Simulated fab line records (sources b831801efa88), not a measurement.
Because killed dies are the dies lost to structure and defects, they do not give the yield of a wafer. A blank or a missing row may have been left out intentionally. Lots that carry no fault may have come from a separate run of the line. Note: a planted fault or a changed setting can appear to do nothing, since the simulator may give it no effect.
Comparing a struck lot with a sound one	flow sky130	15 steps out of a route of 708
Sound: wafers L801.3, L801.4, L801.5. Struck: wafer L805.2. (L805.4, L805.5 of the same lot were not struck and are left out.) The cause comes at the end.
For every step that has rows: the tool of each side, followed by ch and its chambers, followed by its first start. Under that, the readings that differ: sound wafers	struck wafers	difference of the means	sigmas: that difference in standard deviations of wafers without a fault.
alike: a reading whose means differ by less than 2 such deviations, as well as words and numbers matching on both sides. not compared: withheld readings; readings where some wafer has no value; bounds like >300 that might hide an equal value; numbers whose values overlap and for which the record gives no deviation.
Wherever a step has rows on one side only, a row that says differs or no value, or a row with sigmas, the two part there. When numbers do not overlap yet have no deviation, they are printed without sigmas and do not part them. Lack of a reading on every wafer of one side parts them only where that side has two or more wafers.

SKY_VIA1_ETCH_15: etches SiO2 in C4F8/O2/Ar, stops on TiN, target depth 351 nm, time 54 s.
  sound on rie-diel-04 ch 0,1,3, day 32 23:44; struck on rie-diel-04 ch 1, day 34 01:46
  alike: oes-product-au
  not compared: rf-hours-counter-h
then, 4 steps without rows for these wafers: SKY_VIA1_STRIP_16 (strips in O2/N2); SKY_VIA1_STRIP_17 (strips in post etch residue remover, time 1200 s); SKY_VIA1_CLEAN_18 (cleans in IPA, time 180 s); SKY_VIA1_CLEAN_19 (cleans in O3/DIW).
SKY_VIA1_SPUTTER_20: material TiN, target thk 20 nm, time 80 s.
  sound on pvd-sputter-03 at day 33 00:25; struck on pvd-sputter-01 at day 34 02:24
  alike: chamber-pressure-pa, throttle-valve-pct
then, 1 step without rows for these wafers: SKY_VIA1_CVD_21 (deposits W, target thk 270 nm, time 80.902 s).
SKY_VIA1_RS_MEAS_22: uses a four-point probe to measure.
  sound on film-metro-01 at day 33 00:36; struck on film-metro-01 at day 34 02:34
  alike: VIA1_W_RS
SKY_VIA1_THK_MEAS_23: measures by xrf.
  sound on film-metro-01 at day 33 00:42; struck on film-metro-01 at day 34 02:41
  alike: VIA1_W_THK
SKY_VIA1_CMP_24: polishes, stops on SiO2, t overpolish 15 s, target thk 0 nm.
  sound on cmp-02 ch 0,1,2, day 33 00:47; struck on cmp-01 ch 0, day 34 02:44
  alike: motor-current-A, overpolish-run-s, slurry-flow-ml-min, time-to-endpoint-s
then, 1 step without rows for these wafers: SKY_METAL2_SPUTTER_00 (material Ti, target thk 15 nm, time 10 s).
SKY_METAL2_SPUTTER_01: material TiN, target thk 20 nm, time 16.7 s.
  sound on pvd-sputter-02 at day 33 01:04; struck on pvd-sputter-03 at day 34 03:03
  alike: chamber-pressure-pa, throttle-valve-pct
SKY_METAL2_SPUTTER_02: material AlCu, target thk 250 nm, time 13.3 s.
  sound on pvd-sputter-02 at day 33 01:05; struck on pvd-sputter-03 at day 34 03:05
reading	sound	struck	difference	sigmas
chamber-pressure-pa (Pa)	0.4017 0.3987 0.3993	0.4151	+0.0152	+19
throttle-valve-pct (%)	29.9 30.0 29.9	27.9	-2.0	-3
SKY_METAL2_SPUTTER_03: material Ti, target thk 5 nm, time 3.3 s.
  sound on pvd-sputter-02 at day 33 01:07; struck on pvd-sputter-03 at day 34 03:06
  alike: chamber-pressure-pa, throttle-valve-pct
-- the record jumps here: 12 days lie between the struck wafers' starts before and after (it left off in module METAL2 and takes up again in module PAD_OPEN, whose first step shown is number 708 of the route) --
SKY_PAD_OPEN_PROBE_99:
  sound on prober-02 at day 45 01:49; struck on prober-02 at day 45 22:52
  alike: defect-limited-yield, killed_at_M0_to_M3, killed_at_M4_up, killed-at-contacts, killed-at-front-end, killed-at-other, killed-dies, killed-open, killed-short, sort_bin_3_pad_short, sort_bin_5_function, sort_bin_6_memory, sort-n-pass, sort-yield-pct

== WHERE THEY PART ==
Only at SKY_METAL2_SPUTTER_02, within this record. Later steps at which nothing parts them and some readings are alike: SKY_METAL2_SPUTTER_03, SKY_PAD_OPEN_PROBE_99.

WHY: what had been put in by the simulator
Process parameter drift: pvd-sputter-03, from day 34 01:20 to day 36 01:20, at SKY_METAL2_SPUTTER_02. The setting chamber-pressure-pa was moved by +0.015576, starting from 0.4. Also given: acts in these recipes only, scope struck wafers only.
